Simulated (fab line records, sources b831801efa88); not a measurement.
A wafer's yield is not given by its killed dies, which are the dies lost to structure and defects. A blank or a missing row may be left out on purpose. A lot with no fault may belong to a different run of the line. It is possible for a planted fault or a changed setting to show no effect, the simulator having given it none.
A struck lot beside a sound one + flow sky130 + 23 out of 708 route steps
Sound: wafers L364.1, L364.2, L364.4. Wafers L377.4, L377.5, L377.6 were the ones struck. At the end, the cause is stated.
Each step with rows lists, per side, the tool, then ch with its chambers, then its first start. Under that, the readings that differ: sound wafers + struck wafers + difference of the means + sigmas: that difference in standard deviations of wafers without a fault.
alike: readings whose means differ by less than 2 such deviations, and words and numbers that are the same on both sides. not compared: withheld readings, readings that some wafer has no value for, bounds like >300 that may hide the same value, and numbers for which the record gives no deviation and whose values overlap.
A row with sigmas, a row that says differs or no value, or rows on one side alone: a step with any of these is where the two part. Numbers that don't overlap but have no deviation are shown without sigmas and don't part them. Lack of a reading on every wafer of one side parts them only where that side has two or more wafers.

first, 8 steps without rows for these wafers: SKY_LDD_N_IMPLANT_08; SKY_LDD_N_IMPLANT_09; SKY_LDD_N_IMPLANT_10; SKY_LDD_N_IMPLANT_11; SKY_LDD_N_IMPLANT_12; SKY_LDD_N_IMPLANT_13; SKY_LDD_N_IMPLANT_14; SKY_LDD_N_IMPLANT_15.
SKY_LDD_N_STRIP_16: strips in O2/N2.
  sound on plasma_asher-02 ch 0,1, day 19 19:23; struck on plasma_asher-02 ch 0,1, day 24 19:32
  alike: drypump_motor_current_A, oes_product_au, strip_time_to_endpoint_s
  not compared: rf_hours_counter_h
SKY_LDD_N_TW_MEAS_17:
  sound on film_metro-02 at day 19 19:29; struck on film_metro-01 at day 24 19:38
  alike: LDD_N_TW
then, 2 steps without rows for these wafers: SKY_LDD_P_DEHYDRATE_00 (time 60 s); SKY_LDD_P_HMDS_01 (prime time 60 s).
SKY_LDD_P_COAT_02: resist thk 1140 nm.
  sound on litho_track-04 ch 0, day 20 10:16; struck on litho_track-03 ch 0, day 25 11:14
| reading                                    | sound                | struck               | difference | sigmas |
|--------------------------------------------|----------------------|----------------------|------------|--------|
| spin_speed_rpm (rpm)                       | 3006.7 3001.7 3001.5 | 3143.8 3147.1 3145.2 | +142.1     | +68    |
| model.NOVOLAK_of_LDD_P_COAT_02.thk_nm (nm) | 1137 1140 1134       | 1113 1112 1111       | -25        |        |
  alike: chill_plate_temp_C, exhaust_pa, resist_line_temp_C
then, 3 steps without rows for these wafers: SKY_LDD_P_SOFTBAKE_03 (time 60 s); SKY_LDD_P_EXPOSE_04 (exposes mask PSDM, target cd 380 nm); SKY_LDD_P_PEB_05.
SKY_LDD_P_DEVELOP_06: develop time 59.08 s.
  sound on litho_track-01 ch 0, day 21 01:40; struck on litho_track-04 ch 0, day 26 01:41
| reading                                    | sound          | struck         | difference | sigmas |
|--------------------------------------------|----------------|----------------|------------|--------|
| model.NOVOLAK_of_LDD_P_COAT_02.thk_nm (nm) | 1137 1139 1134 | 1112 1111 1111 | -25        |        |
  alike: chill_plate_temp_C, exhaust_pa, resist_line_temp_C
SKY_LDD_P_CD_MEAS_07 targets a cd of 380 nm.
  sound on cd_sem-01 at day 21 01:49; struck on cd_sem-02 at day 26 01:49
  alike: cd_nm
SKY_LDD_P_OVL_MEAS_08:
  sound on overlay-01 at day 21 01:56; struck on overlay-02 at day 26 01:54
  alike: LDD_P_OVL
next, for these wafers, 1 step has no rows: SKY_LDD_P_IMPLANT_09.
SKY_LDD_P_STRIP_10: strips in O2/N2.
  sound on plasma_asher-02 ch 0,1, day 21 02:07; struck on plasma_asher-04 ch 0,1, day 26 02:06
| reading                      | sound             | struck            | difference | sigmas |
|------------------------------|-------------------|-------------------|------------|--------|
| strip_time_to_endpoint_s (s) | 14.16 14.18 14.09 | 13.88 13.84 13.86 | -0.28      | -7     |
  alike: drypump_motor_current_A, oes_product_au
  not compared: rf_hours_counter_h
SKY_LDD_P_TW_MEAS_11:
  sound on film_metro-03 at day 21 02:13; struck on film_metro-03 at day 26 02:11
  alike: LDD_P_TW
-- the record jumps here: 24 days lie between the struck wafers' starts before and after (it left off in module LDD_P and takes up again in module PAD_OPEN, whose first step shown is number 708 of the route) --
SKY_PAD_OPEN_PROBE_99:
  the record has rows for the struck wafers here (prober-01, day 50 13:02) and none for the sound ones

WHERE THEY PART
First at SKY_LDD_P_COAT_02; last, within this record, at SKY_PAD_OPEN_PROBE_99.

WHY: the cause the simulator had injected
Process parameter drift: litho_track-03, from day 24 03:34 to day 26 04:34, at SKY_LDD_P_COAT_02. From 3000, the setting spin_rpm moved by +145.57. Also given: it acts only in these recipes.
